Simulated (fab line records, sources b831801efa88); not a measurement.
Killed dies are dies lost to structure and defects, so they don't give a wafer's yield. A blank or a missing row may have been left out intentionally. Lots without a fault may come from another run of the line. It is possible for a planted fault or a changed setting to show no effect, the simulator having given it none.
fab line records	flow sky130
[record] lots = 5	wafers = 15	lastDay = 50
route steps=708 shown CAPM@540 METAL3@555 VIA3@573 PAD_OPEN@708
lots that met no fault: from a run of the same line without faults
startH: the number of hours between the record's first day and the start of the first shown wafer of the lot	waitH: hours from the lot's prior step to this one	" same as the row above	L1.1+2: several wafers, shown together as one row	- value missing, or start not given	* or withheld: withheld	< > ~ a bound
route shown NAME@n: NAME is a module with steps in the file, n the number in the route of the first one	usual: mean/standard deviation of fault-free wafers	same: alike in all rows	chamber/n: place in a boat	sites: readings site by site	_std_site: the standard deviation of these	_edge_site: mean of outer sites minus mean of inner sites	radiusMm: how far each site lies from the wafer's centre	mask NAME#n: copy n	behind: tool/chamber where the wafer was last shaped	hold: cause of the lot's hold/its duration in hours/its outcome	device: whichever transistor did not switch (one of n, p or np)	end of line: the route-end tests of the same wafers	a step given without rows: its recipe and nothing more	killed: dies that structure and defects cost at the first sort, which is not the same as the wafer's yield	map: dies across one wafer; x = killed, . = not, _ = none there
set.NAME: the setting as run; set.NAME@STEP: as run at that earlier step	model.NAME: the simulator's own value behind a step, which no gauge read
certain route steps with their lots: each step a table, each wafer a row
services: the hour from which a tool's chamber was out of use, counted from the record's first day as startH (under 0 if before that day), plus the number of hours and why
[[steps]]
[step SKY_CAPM_RS_MEAS_03]
[recipe] thkMeasGauge = four-point-probe	reads = TiN_of_CAPM_SPUTTER_02
[usual] CAPM_TIN_RS = 6.91/0.094
lot.wafer	tool	chamber	startH	waitH	CAPM_TIN_RS[ohm/sq]
L496.2	filmMetro-01	-	858.79	0.1	7.03
L496.5	"	-	"	"	6.99
L496.6	"	-	"	"	6.97
L499.4	filmMetro-01	-	876.79	0.1	6.93
L499.5	"	-	"	"	6.91
L499.6	"	-	"	"	6.87
L500.1	filmMetro-01	-	887.68	0.1	6.78
L500.3	"	-	"	"	7.05
L500.4	"	-	"	"	6.92
L514.1	filmMetro-04	-	981.19	0.1	6.99
L514.2	"	-	"	"	7.03
L514.6	"	-	"	"	6.94
L519.2	filmMetro-01	-	1017.76	0.1	6.79
L519.3	"	-	"	"	6.66
L519.4	"	-	"	"	6.94
[step SKY_CAPM_THK_MEAS_04]
[recipe] thkMeasGauge = xrf	reads = TiN_of_CAPM_SPUTTER_02
[usual] CAPM_TIN_THK = 198.7/2.8
lot.wafer	tool	chamber	startH	waitH	CAPM_TIN_THK[nm]
L496.2	filmMetro-01	-	858.90	0.1	193.7
L496.5	"	-	"	"	195.0
L496.6	"	-	"	"	196.2
L499.4	filmMetro-01	-	876.88	0.1	197.0
L499.5	"	-	"	"	199.0
L499.6	"	-	"	"	197.7
L500.1	filmMetro-01	-	887.80	0.1	200.4
L500.3	"	-	"	"	194.0
L500.4	"	-	"	"	197.8
L514.1	filmMetro-04	-	981.31	0.1	196.4
L514.2	"	-	"	"	197.1
L514.6	"	-	"	"	199.1
L519.2	filmMetro-01	-	1017.87	0.1	200.8
L519.3	"	-	"	"	205.1
L519.4	"	-	"	"	196.7
[step SKY_CAPM_DEHYDRATE_05]
[recipe] tempC = 200	timeS = 60
[step SKY_CAPM_HMDS_06]
[recipe] primeTimeS = 60	primeTempC = 120
[step SKY_CAPM_COAT_07]
[recipe] resist = NOVOLAK	spinRpm = 3000	resistThkNm = 1140
[step SKY_CAPM_SOFTBAKE_08]
[recipe] tempC = 90	timeS = 60	resist = NOVOLAK
[step SKY_CAPM_EXPOSE_09]
[recipe] maskId = CAPM	na = 0.6	sourceShape = conventional	sigmaOuter = 0.6	polarization = unpolarized	targetCdNm = 1000	doseMj = 159
[step SKY_CAPM_PEB_10]
[recipe] tempC = withheld	timeS = *	resist = NOVOLAK
[step SKY_CAPM_DEVELOP_11]
[recipe] resist = NOVOLAK	developer = TMAH	developTimeS = 60	devTempC = 23
[step SKY_CAPM_OVL_MEAS_12]
[usual] CAPM_OVL = -0.2/1.4
lot.wafer	tool	chamber	startH	waitH	CAPM_OVL[nm]
L496.2	overlay-02	-	884.67	0.1	1.9
L496.5	"	-	"	"	0.5
L496.6	"	-	"	"	0.1
L499.4	overlay-02	-	902.18	0.1	-2.7
L499.5	"	-	"	"	-1.4
L499.6	"	-	"	"	-1.6
L500.1	overlay-01	-	913.07	0.1	-0.4
L500.3	"	-	"	"	0.2
L500.4	"	-	"	"	2.0
L514.1	overlay-02	-	1004.56	0.1	1.0
L514.2	"	-	"	"	0.7
L514.6	"	-	"	"	-1.9
L519.2	overlay-01	-	1040.42	0.1	-1.0
L519.3	"	-	"	"	-1.4
L519.4	"	-	"	"	0.2
[step SKY_CAPM_METAL_ETCH_13]
[recipe] targetDepthNm = 220	stopOn = SiO2	chemistry = Cl2/BCl3	target = TiN	pressureMtorr = 10	icpW = 900	biasW = 48.5	Cl2_flow_sccm = 60	bcl3FlowSccm = 30	timeS = 62.9
[step SKY_CAPM_STRIP_14]
[recipe] chemistry = O2/N2	powerW = 1400	pressureMtorr = 1500	platenTempC = withheld	o2FlowSccm = 3000	n2FlowSccm = 300	overashFraction = 0.5
[step SKY_CAPM_STRIP_15]
[recipe] chemistry = postEtchResidueRemover	timeS = 1200	tempC = 72.5
lot.wafer	tool	chamber	startH	waitH
L496.2+5+6	wetBench-04	1	884.88	0.1
L499.4+5+6	wetBench-03	3	902.38	0.0
L500.1+3+4	wetBench-02	1	913.28	0.1
L514.1+2+6	wetBench-04	1	1004.78	0.1
L519.2+3+4	wetBench-03	3	1040.62	0.1
[step SKY_CAPM_CLEAN_16]
[recipe] chemistry = IPA	timeS = 180	tempC = 25
[step SKY_CAPM_CLEAN_17]
[recipe] chemistry = O3/DIW	dry = n2Spin
[step SKY_METAL3_DEHYDRATE_05]
[recipe] tempC = 200	timeS = 60
[step SKY_METAL3_HMDS_06]
[recipe] primeTimeS = 60	primeTempC = 120
[step SKY_METAL3_COAT_07]
[recipe] resist = BARC	tempC = withheld	timeS = withheld	spinRpm = 3000	resistThkNm = 60
[step SKY_METAL3_COAT_08]
[recipe] resist = KrF-thick	spinRpm = 3000	resistThkNm = 1140
[step SKY_METAL3_SOFTBAKE_09]
[recipe] tempC = 100	timeS = 90	resist = KrF-thick
[step SKY_METAL3_EXPOSE_10]
[recipe] maskId = MM3	na = 0.68	sourceShape = annular	sigmaInner = 0.4	sigmaOuter = 0.8	targetCdNm = 300	doseMj = 28
[step SKY_METAL3_PEB_11]
[recipe] pebTempC = withheld	pebTimeS = withheld	resist = KrF-thick
[step SKY_METAL3_DEVELOP_12]
[recipe] developTimeS = 60	resist = KrF-thick	devTempC = 21
[step SKY_METAL3_CD_MEAS_13]
[recipe] targetCdNm = 300
[usual] cdNm = 299.8/1.7
lot.wafer	tool	chamber	startH	waitH	cdNm
L496.2	cdSem-02	-	910.33	-	300.0
L496.5	"	-	"	"	301.6
L496.6	"	-	"	"	300.8
L499.4	cdSem-02	-	928.51	-	298.8
L499.5	"	-	"	"	299.7
L499.6	"	-	"	"	299.7
L500.1	cdSem-02	-	938.20	-	297.6
L500.3	"	-	"	"	298.3
L500.4	"	-	"	"	300.2
L514.1	cdSem-02	-	1029.27	-	301.1
L514.2	"	-	"	"	299.8
L514.6	"	-	"	"	301.2
L519.2	cdSem-02	-	1062.77	-	297.9
L519.3	"	-	"	"	298.2
L519.4	"	-	"	"	298.2
[step SKY_METAL3_OVL_MEAS_14]
[usual] METAL3_OVL = 5/5.6
lot.wafer	tool	chamber	startH	waitH	METAL3_OVL[nm]
L496.2	overlay-02	-	910.44	0.1	11
L496.5	"	-	"	"	4
L496.6	"	-	"	"	-3
L499.4	overlay-02	-	928.58	0.1	1
L499.5	"	-	"	"	10
L499.6	"	-	"	"	0
L500.1	overlay-01	-	938.32	0.1	11
L500.3	"	-	"	"	9
L500.4	"	-	"	"	7
L514.1	overlay-02	-	1029.39	0.1	16
L514.2	"	-	"	"	15
L514.6	"	-	"	"	16
L519.2	overlay-02	-	1062.87	0.1	8
L519.3	"	-	"	"	3
L519.4	"	-	"	"	2
[step SKY_METAL3_DESCUM_15]
[recipe] chemistry = O2	sourcePowerW = 150	biasPowerW = 0	pressureMtorr = 10	tempC = 40	timeS = 8
[usual] drypumpMotorCurrentA = 5.39/0.29	heBacksideLeakSccm = 3.36/0.25	oesProductAu = 0.999/0.011
lot.wafer	tool	chamber	startH	waitH	drypumpMotorCurrentA	heBacksideLeakSccm	oesProductAu	rfHoursCounterH
L496.2	rieMetal-01	1	910.47	0.0	4.87	3.10	1.000	9
L496.5	"	1	"	"	4.87	3.16	0.991	-
L496.6	"	0	"	"	5.62	3.52	1.005	-
L499.4	rieMetal-03	1	928.61	0.0	5.81	3.29	1.000	-
L499.5	"	1	"	"	5.74	3.51	1.003	-
L499.6	"	0	"	"	5.58	3.75	1.013	-
L500.1	rieMetal-04	1	938.35	0.0	5.28	3.31	1.001	10
L500.3	"	0	"	"	5.35	3.57	1.015	-
L500.4	"	1	"	"	5.30	3.28	1.001	-
L514.1	rieMetal-03	1	1029.42	0.0	5.81	3.24	0.995	7
L514.2	"	0	"	"	5.57	4.93	1.011	20
L514.6	"	0	"	"	5.56	3.53	1.005	-
L519.2	rieMetal-03	0	1062.90	0.0	5.57	3.80	1.001	22
L519.3	"	1	"	"	5.78	2.43	1.011	-
L519.4	"	0	"	"	5.57	3.74	1.002	-
[step SKY_METAL3_ETCH_16]
[recipe] chemistry = N2/H2	target = BARC	ionEnergyEv = 200	biasW = 100	pressureMtorr = 30	n2FlowSccm = 100	h2FlowSccm = 200	icpW = 500	stopOn = SiO2	timeS = 88.2	targetDepthA = 600
[usual] drypumpMotorCurrentA = 5.40/0.3	heBacksideLeakSccm = 3.32/0.2	oesProductAu = 0.626/0.0044	throttleValvePct = 13.203/0.0094
lot.wafer	tool	chamber	startH	waitH	drypumpMotorCurrentA	heBacksideLeakSccm	oesProductAu	rfHoursCounterH	throttleValvePct
L496.2	rieMetal-01	1	910.50	0.0	4.86	3.18	0.627	9	13.205
L496.5	"	1	"	"	4.86	3.05	0.631	-	13.218
L496.6	"	0	"	"	5.65	3.29	0.627	-	13.200
L499.4	rieMetal-03	1	928.67	0.0	5.75	3.19	0.618	-	13.182
L499.5	"	1	"	"	5.77	3.25	0.629	-	13.206
L499.6	"	0	"	"	5.60	3.66	0.627	-	13.198
L500.1	rieMetal-04	1	938.38	0.0	5.29	3.37	0.625	10	13.186
L500.3	"	0	"	"	5.39	3.74	0.632	-	13.217
L500.4	"	1	"	"	5.31	3.28	0.627	-	13.196
L514.1	rieMetal-03	1	1029.45	0.0	5.86	3.18	0.623	7	13.212
L514.2	"	0	"	"	5.56	3.58	0.629	20	13.200
L514.6	"	0	"	"	5.56	3.80	0.627	-	13.192
L519.2	rieMetal-03	0	1062.93	0.0	5.56	3.65	0.621	22	13.205
L519.3	"	1	"	"	5.78	3.18	0.630	-	13.198
L519.4	"	0	"	"	5.57	3.65	0.635	-	13.194
[step SKY_METAL3_ETCH_17]
[recipe] target = SiO2	stopOn = TiN	chemistry = C4F8/O2/Ar	sourceW = 1500	biasW = 1200	pressureMtorr = 40	c4f8FlowSccm = withheld	O2_flow_sccm = 6	Ar_flow_sccm = 300	timeS = 3.9	targetDepthA = 150
[step SKY_METAL3_METAL_ETCH_18]
[recipe] targetDepthA = 8450	stopOn = SiO2	overEtchFrac = 0.3	timeS = 183.1	chemistry = Cl2/BCl3	resistSidewallDeg = 88	pressureMtorr = 10	icpW = 900	biasW = 48.5	Cl2_flow_sccm = 60	bcl3FlowSccm = 30
[usual] drypumpMotorCurrentA = 5.4/0.34	heBacksideLeakSccm = 3.3/0.3	oesProductAu = 0.865/0.0074	throttleValvePct = 22.265/0.0095
lot.wafer	tool	chamber	startH	waitH	drypumpMotorCurrentA	heBacksideLeakSccm	oesProductAu	rfHoursCounterH	throttleValvePct
L496.2	rieMetal-03	0	910.62	0.0	5.6	3.4	0.867	13	22.272
L496.5	"	1	"	"	5.8	2.8	0.854	-	22.264
L496.6	"	0	"	"	5.6	3.5	0.851	-	22.260
L499.4	rieMetal-01	1	928.81	0.1	4.8	3.3	0.877	-	22.268
L499.5	"	1	"	"	4.9	3.1	0.877	-	22.252
L499.6	"	0	"	"	5.6	3.3	0.863	-	22.265
L500.1	rieMetal-03	0	938.50	0.0	5.6	3.3	0.876	15	22.261
L500.3	"	0	"	"	5.6	3.3	0.872	-	22.240
L500.4	"	1	"	"	5.8	3.3	0.862	-	22.265
L514.1	rieMetal-01	1	1029.57	0.0	4.9	3.1	0.870	16	22.270
L514.2	"	0	"	"	5.6	3.3	0.858	21	22.260
L514.6	"	0	"	"	5.6	3.3	0.871	-	22.260
L519.2	rieMetal-01	1	1063.05	0.0	4.8	3.1	0.860	18	22.279
L519.3	"	1	"	"	4.9	3.3	0.857	-	22.277
L519.4	"	0	"	"	5.6	3.4	0.866	-	22.268
[step SKY_METAL3_STRIP_19]
[recipe] chemistry = O2/N2	powerW = 1400	pressureMtorr = 1500	platenTempC = withheld	o2FlowSccm = 3000	n2FlowSccm = 300	overashFraction = 0.5
[usual] drypumpMotorCurrentA = 5.7/0.31	o2FlowSccm = 3002/8.1	oesProductAu = 0.502/0.0052	stripTimeToEndpointS = 6.52/0.085
lot.wafer	tool	chamber	startH	waitH	drypumpMotorCurrentA	o2FlowSccm	oesProductAu	rfHoursCounterH	stripTimeToEndpointS
L496.2	plasmaAsher-01	1	910.79	0.1	5.2	2999	0.506	79	6.55
L496.5	"	1	"	"	5.2	3009	0.512	-	6.70
L496.6	"	0	"	"	5.9	3010	0.505	-	6.51
L499.4	plasmaAsher-01	0	928.96	0.1	5.9	2990	0.514	-	6.58
L499.5	"	0	"	"	5.9	2998	0.501	-	6.58
L499.6	"	1	"	"	5.2	2994	0.492	-	6.39
L500.1	plasmaAsher-03	0	938.68	0.1	5.7	3009	0.495	109	6.53
L500.3	"	1	"	"	5.7	2984	0.505	-	6.49
L500.4	"	0	"	"	5.7	3023	0.504	-	6.56
L514.1	plasmaAsher-04	0	1029.75	0.1	6.0	3000	0.511	27	6.68
L514.2	"	1	"	"	5.4	3003	0.507	27	6.48
L514.6	"	1	"	"	5.4	3005	0.495	-	6.45
L519.2	plasmaAsher-04	1	1063.23	0.1	5.4	3005	0.503	31	6.53
L519.3	"	1	"	"	5.4	2994	0.504	-	6.56
L519.4	"	0	"	"	6.1	3004	0.508	-	6.43
[step SKY_METAL3_STRIP_20]
[recipe] chemistry = postEtchResidueRemover	timeS = 1200	tempC = 72.5
[step SKY_METAL3_CLEAN_21]
[recipe] chemistry = IPA	timeS = 180	tempC = 25
[step SKY_METAL3_CLEAN_22]
[recipe] chemistry = O3/DIW	dry = n2Spin
[step SKY_VIA3_HDPCVD_00]
[recipe] material = SiO2	targetThkNm = 1635	sigmaOpenFrac = 0.3	timeS = 272.5	tempC = 400	sih4FlowSccm = 60	pressureMtorr = 6
[step SKY_VIA3_THK_MEAS_01]
[recipe] reads = SiO2_of_VIA3_HDPCVD_00
[usual] VIA3_HDPCVD_THK = 1627/20
lot.wafer	tool	chamber	startH	waitH	VIA3_HDPCVD_THK[nm]
L496.2	filmMetro-02	-	911.56	0.1	1638
L496.5	"	-	"	"	1656
L496.6	"	-	"	"	1660
L499.4	filmMetro-02	-	929.72	0.0	1620
L499.5	"	-	"	"	1609
L499.6	"	-	"	"	1623
L500.1	filmMetro-02	-	939.52	0.2	1620
L500.3	"	-	"	"	1633
L500.4	"	-	"	"	1636
L514.1	filmMetro-01	-	1030.51	0.1	1646
L514.2	"	-	"	"	1623
L514.6	"	-	"	"	1634
L519.2	filmMetro-02	-	1064.00	0.1	1649
L519.3	"	-	"	"	1635
L519.4	"	-	"	"	1661
[step SKY_VIA3_CMP_02]
[recipe] material = SiO2	downForcePsi = 4	platenRpm = 60	padVelocityMS = 0.94248
[usual] headPressurePsi = 4.000/0.0083	motorCurrentA = 12.8/1	slurryFilterDpKPa = 13.52/0.14
lot.wafer	tool	chamber	startH	waitH	headPressurePsi	motorCurrentA	slurryFilterDpKPa
L496.2	cmp-01	2	911.61	0.0	3.992	11.4	13.42
L496.5	"	2	"	"	4.004	10.8	13.41
L496.6	"	3	"	"	4.000	13.3	13.61
L499.4	cmp-01	0	929.85	0.1	4.001	14.2	13.82
L499.5	"	2	"	"	4.013	11.3	13.62
L499.6	"	3	"	"	4.006	13.0	13.63
L500.3	cmp-01	3	939.58	0.0	3.994	13.0	13.62
L500.1	"	0	"	"	4.001	14.2	13.64
L500.4	"	2	"	"	4.008	11.4	13.72
L514.1	cmp-02	0	1030.67	0.2	3.990	12.5	13.35
L514.2	"	2	"	"	4.018	11.3	13.25
L514.6	"	0	"	"	4.002	13.0	13.43
L519.4	cmp-02	2	1064.10	0.1	4.000	11.3	13.44
L519.3	"	3	"	"	3.994	12.0	13.29
L519.2	"	0	"	"	4.008	12.8	13.29
[step SKY_VIA3_BOW_MEAS_03]
[recipe] mode = bow
[usual] VIA3_BOW = 81/7.7
lot.wafer	tool	chamber	startH	waitH	VIA3_BOW[um]
L496.2	filmMetro-03	-	911.93	0.3	86
L496.5	"	-	"	"	85
L496.6	"	-	"	"	75
L499.4	filmMetro-02	-	930.11	0.2	73
L499.5	"	-	"	"	79
L499.6	"	-	"	"	80
L500.1	filmMetro-02	-	939.88	0.2	84
L500.3	"	-	"	"	75
L500.4	"	-	"	"	66
L514.1	filmMetro-02	-	1030.93	0.2	84
L514.2	"	-	"	"	78
L514.6	"	-	"	"	88
L519.2	filmMetro-01	-	1064.37	0.1	72
L519.3	"	-	"	"	79
L519.4	"	-	"	"	80
[step SKY_VIA3_DEHYDRATE_04]
[recipe] tempC = 200	timeS = 60
[step SKY_VIA3_HMDS_05]
[recipe] primeTimeS = 60	primeTempC = 120
[step SKY_VIA3_COAT_06]
[recipe] resist = BARC	tempC = withheld	timeS = withheld	spinRpm = 3000	resistThkNm = 60
[step SKY_VIA3_COAT_07]
[recipe] resist = KrF-thick	spinRpm = 3000	resistThkNm = 450
[step SKY_VIA3_SOFTBAKE_08]
[recipe] tempC = 100	timeS = 90	resist = KrF-thick
[step SKY_PAD_OPEN_PROBE_99]
[usual] defectLimitedYield = 82.4/1.9	killed_at_M0_to_M3 = 44/6.5	killed_at_M4_up = 2.9/1.7	killedAtContacts = 24/5.7	killedAtFrontEnd = 16/4.4	killedAtOther = 0.2/0.48	killedDies = 87/9.6	killedOpen = 48/6.7	killedShort = 38/6.2	sort_bin_3_pad_short = 0.8/0.39	sort_bin_5_function = 10.5/1.6	sort_bin_6_memory = 6.4/1	sortNPass = 405/9.5	sortYieldPct = 82.3/1.9
[same] grossDies = 492	killedAtBackSide = 0	sort_bin_4_leakage[%] = 0	sort_bin_8_speed[%] = 0
lot.wafer	tool	chamber	startH	waitH	defectLimitedYield[%]	killed_at_M0_to_M3	killed_at_M4_up	killedAtContacts	killedAtFrontEnd	killedAtOther	killedDies	killedOpen	killedShort	sort_bin_3_pad_short[%]	sort_bin_5_function[%]	sort_bin_6_memory[%]	sortNPass	sortYieldPct[%]	model.etest.tester.sortNPass	model.etest.tester.sortYieldPct	model.etest.tester.sort_bin_5_pct	model.etest.tester.sort_bin_3_pct
L496.2	prober-02	-	1084.61	0.1	84.3	47	2	18	10	0	77	47	30	0.6	10.0	5.1	415	84.3	415	84.35	9.959	0.6098
L496.5	prober-02	-	1084.76	0.2	81.5	50	6	14	21	0	91	42	46	1.0	10.2	7.3	401	81.5	401	81.5	10.16	1.016
L496.6	prober-02	-	1084.81	0.2	82.3	41	0	27	19	0	87	47	40	1.4	10.4	5.9	405	82.3	405	82.32	10.37	1.423
L499.4	prober-02	-	1100.71	0.2	81.5	47	4	24	16	0	91	51	40	1.2	10.0	7.3	401	81.5	401	81.5	9.959	1.22
L499.5	prober-02	-	1100.76	0.2	79.3	53	2	21	24	2	102	56	44	0.4	14.0	6.3	390	79.3	390	79.27	14.02	0.4065
L499.6	prober-02	-	1100.81	0.2	80.5	43	5	27	21	0	96	53	43	1.0	12.4	6.1	396	80.5	396	80.49	12.4	1.016
L500.1	prober-01	-	1107.98	0.1	79.9	50	5	29	15	0	99	60	38	0.4	11.8	7.9	393	79.9	393	79.88	11.79	0.4065
L500.3	prober-01	-	1108.08	0.2	83.3	36	4	25	16	1	82	39	42	0.6	11.0	5.1	410	83.3	410	83.33	10.98	0.6098
L500.4	prober-01	-	1108.13	0.2	83.1	45	1	23	13	1	83	45	36	1.0	11.0	4.9	409	83.1	409	83.13	10.98	1.016
L514.1	prober-02	-	1182.09	0.1	84.6	37	7	17	14	1	76	40	36	0.4	9.8	5.3	416	84.6	416	84.55	9.756	0.4065
L514.2	prober-02	-	1182.14	0.1	86.2	30	2	20	16	0	68	39	29	0.2	7.7	5.9	424	86.2	424	86.18	7.724	0.2033
L514.6	prober-02	-	1182.34	0.2	86.6	34	3	20	9	0	66	33	33	1.0	8.3	4.1	426	86.6	426	86.59	8.333	1.016
L519.2	prober-02	-	1203.78	0.1	75.0	45	1	23	11	43	123	45	35	2.2	14.2	8.5	369	75.0	369	75	14.23	2.236
L519.3	prober-02	-	1203.83	0.2	74.2	45	4	20	18	40	127	48	39	2.4	16.1	7.3	365	74.2	365	74.19	16.06	2.439
L519.4	prober-02	-	1203.88	0.2	73.4	43	2	24	13	49	131	48	34	2.0	18.1	6.5	361	73.4	361	73.37	18.09	2.033
// killed by level:class
L496.2 VIA1:geometricParticle:open=11 VIA3:geometricParticle:open=9 CONTACT:geometricParticle:open=7 LI_CONTACT:geometricParticle:open=6 VIA2:geometricParticle:open=6 METAL1:geometricParticle:short=5 VIA2:geometricParticle:short=5 METAL2:geometricParticle:short=4
L496.5 VIA1:geometricParticle:open=12 VIA3:geometricParticle:short=6 METAL2:geometricParticle:short=6 FIELD_ISO:geometricParticle:open=5 POLY_GATE:geometricParticle:short=5 CONTACT:geometricParticle:open=5 VIA1:geometricParticle:short=5 VIA3:geometricParticle:open=5
L496.6 CONTACT:geometricParticle:open=12 METAL1:geometricParticle:short=8 VIA1:geometricParticle:open=7 VIA3:geometricParticle:open=7 POLY_GATE:geometricParticle:short=6 LI_CONTACT:geometricParticle:open=6 FIELD_ISO:geometricParticle:short=5 POLY_GATE:geometricParticle:open=5
L499.4 VIA1:geometricParticle:open=8 VIA2:geometricParticle:open=8 CONTACT:geometricParticle:open=7 LI_CONTACT:geometricParticle:open=5 LOCAL_INTERCONNECT:geometricParticle:short=5 METAL2:geometricParticle:short=5 VIA3:geometricParticle:open=5 FIELD_ISO:geometricParticle:short=4
L499.5 VIA2:geometricParticle:open=12 METAL1:geometricParticle:short=7 VIA1:geometricParticle:open=7 FIELD_ISO:geometricParticle:open=6 POLY_GATE:geometricParticle:open=6 LI_CONTACT:geometricParticle:open=6 FIELD_ISO:geometricParticle:short=5 POLY_GATE:geometricParticle:short=5
L499.6 VIA2:geometricParticle:open=14 LI_CONTACT:geometricParticle:open=8 FIELD_ISO:geometricParticle:short=7 CONTACT:geometricParticle:open=7 LOCAL_INTERCONNECT:geometricParticle:short=7 METAL2:geometricParticle:short=7 POLY_GATE:geometricParticle:open=5 VIA1:geometricParticle:open=5
L500.1 VIA1:geometricParticle:open=14 CONTACT:geometricParticle:open=13 LI_CONTACT:geometricParticle:open=8 VIA2:geometricParticle:open=8 METAL1:geometricParticle:short=7 VIA1:geometricParticle:short=5 METAL1:geometricParticle:open=5 POLY_GATE:geometricParticle:open=4
L500.3 CONTACT:geometricParticle:open=9 VIA1:geometricParticle:open=8 CONTACT:geometricParticle:short=7 VIA1:geometricParticle:short=7 LOCAL_INTERCONNECT:geometricParticle:short=6 FIELD_ISO:geometricParticle:short=4 VIA3:geometricParticle:short=4 VIA3:geometricParticle:open=4
L500.4 METAL1:geometricParticle:short=9 VIA1:geometricParticle:open=9 CONTACT:geometricParticle:open=7 VIA2:geometricParticle:open=6 LI_CONTACT:geometricParticle:open=5 VIA3:geometricParticle:open=5 LOCAL_INTERCONNECT:geometricParticle:short=4 CONTACT:geometricParticle:short=4
L514.1 VIA1:geometricParticle:open=10 CONTACT:geometricParticle:open=8 POLY_GATE:geometricParticle:short=6 LI_CONTACT:geometricParticle:open=6 METAL4:geometricParticle:short=6 METAL1:geometricParticle:short=6 VIA2:geometricParticle:open=5 VIA3:geometricParticle:open=4
L514.2 LI_CONTACT:geometricParticle:open=11 CONTACT:geometricParticle:open=7 POLY_GATE:geometricParticle:open=5 VIA1:geometricParticle:short=5 VIA3:geometricParticle:open=4 METAL3:geometricParticle:short=4 FIELD_ISO:geometricParticle:open=3 METAL1:geometricParticle:short=3
L514.6 VIA1:geometricParticle:open=10 LI_CONTACT:geometricParticle:open=8 METAL1:geometricParticle:short=7 POLY_GATE:geometricParticle:short=5 CONTACT:geometricParticle:open=5 CONTACT:geometricParticle:short=4 METAL2:geometricParticle:short=4 VIA1:geometricParticle:short=3
L519.2 CAPM:unspecified=43 VIA1:geometricParticle:open=12 CONTACT:geometricParticle:open=8 VIA2:geometricParticle:short=6 VIA3:geometricParticle:open=5 LI_CONTACT:geometricParticle:open=5 CONTACT:geometricParticle:short=5 VIA1:geometricParticle:short=5
L519.3 CAPM:unspecified=39 LI_CONTACT:geometricParticle:open=10 METAL1:geometricParticle:short=9 POLY_GATE:geometricParticle:short=8 VIA2:geometricParticle:open=8 VIA1:geometricParticle:open=7 CONTACT:geometricParticle:open=6 METAL2:geometricParticle:short=5
L519.4 CAPM:unspecified=49 METAL1:geometricParticle:short=10 VIA1:geometricParticle:open=10 LI_CONTACT:geometricParticle:open=9 CONTACT:geometricParticle:open=8 FIELD_ISO:geometricParticle:open=5 METAL3:geometricParticle:short=5 POLY_GATE:geometricParticle:open=4
// map L519.4 (x killed, . not)
__________x...x....._________
________.....x.xx.x..x_______
______..x........xx....._____
_____....x.xx....x.......____
____..x...x...x...x.......___
___..x......x..............__
__.....x...........xx.x....._
_..........x..........x......
_.....x.......xxxxxx.x...x...
_xx.xxx...x..x.xxxxxx.xx..x..
_........x..xxxxxxxxx.x......
_.x...x.x....xxxxxxxxxx......
_...xxx...x.x..xxxxxxxx..x..x
_...x.......xxxxxxxx..x.....x
_......x.........xxxx..x.....
__.x.x..xx.....x...x........_
___x..x......x.............__
____....x.xx..x...........___
_____.x..x.xx..x.........____
______.....x............_____
________........x.x..._______
__________.x.x..x..._________
// map L499.5 (x killed, . not)
__________.......x.._________
________.x............_______
______..x...x.....x..x.x_____
_____..xx................____
____x...x.x....x......x...___
___x..xx...........x......x__
__......x.............xx..x._
_.x.........xx..............x
_.x.x.x.....xxx....xxx..xx.x.
_...x..x....x..xx.x.x.xx.x.xx
_...x....x......x........x...
_..x.......x...x.....xx...x.x
_...x........x....x.....x....
_.x....x........x.......xx...
_............x....x......xxxx
__x.......x.....x..x.x......_
___x.x......x..x...x....x.x__
____....x...x.........x...___
_____.x........x....x....____
______....x.....x...x..._____
________.......x.....x_______
__________........xx_________
[[services]]
tool	chamber	startH	hours	kind
rieMetal-03	1	866.74	-	clean
rieMetal-03	1	866.74	33.3	scheduledDown
rieMetal-03	1	866.74	33.3	ventCycle
rieMetal-04	0	885.86	4.2	repair
plasmaAsher-04	-	887.75	15.6	pm
cmp-02	-	900.34	5.1	repair
cmp-02	-	924.73	4.0	pm
cmp-02	-	928.73	-	consumableReplace:conditioner
cmp-01	-	951.59	1.4	repair
cmp-02	-	973.67	5.3	pm
cmp-02	-	986.96	0.8	repair
cmp-01	-	1004.30	2.5	repair
wetBench-02	-	1016.03	1.5	repair
plasmaAsher-01	-	1016.27	2.8	pm
cmp-01	-	1016.91	0.5	repair
plasmaAsher-03	-	1025.79	4.3	pm
cmp-01	-	1035.03	6.0	pm
cmp-01	-	1042.83	1.2	repair
cmp-01	-	1046.64	0.9	repair
rieMetal-04	-	1048.68	0.5	repair
plasmaAsher-03	-	1055.25	9.0	pm
plasmaAsher-01	-	1058.93	2.5	repair
plasmaAsher-01	-	1059.59	0.4	repair
rieMetal-01	-	1062.25	0.5	repair
[[key]]
[firstSign] step = SKY_PAD_OPEN_PROBE_99	reading = killedAtOther	direction = up	sigmas = 44	usual = 0.2	struck = 44
[effect] step = SKY_PAD_OPEN_PROBE_99	reading = sortNPass	direction = down	sigmas = 4.2	usual = 405	struck = 365
[modelEffect] step = SKY_PAD_OPEN_PROBE_99	value = etest.tester.sortNPass	without = 405.7	struck = 365
metAt SKY_CAPM_STRIP_15
struckWafers L519.2,L519.3,L519.4
onsetBetween 902.38 1040.62
alsoFits time
[fault] kind = chamberParticleSource	tool = wetBench-03	chamber = 3	onsetH = 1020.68	steps = SKY_CAPM_STRIP_15	ratePerVisitCm2 = 0.44658	endH = 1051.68
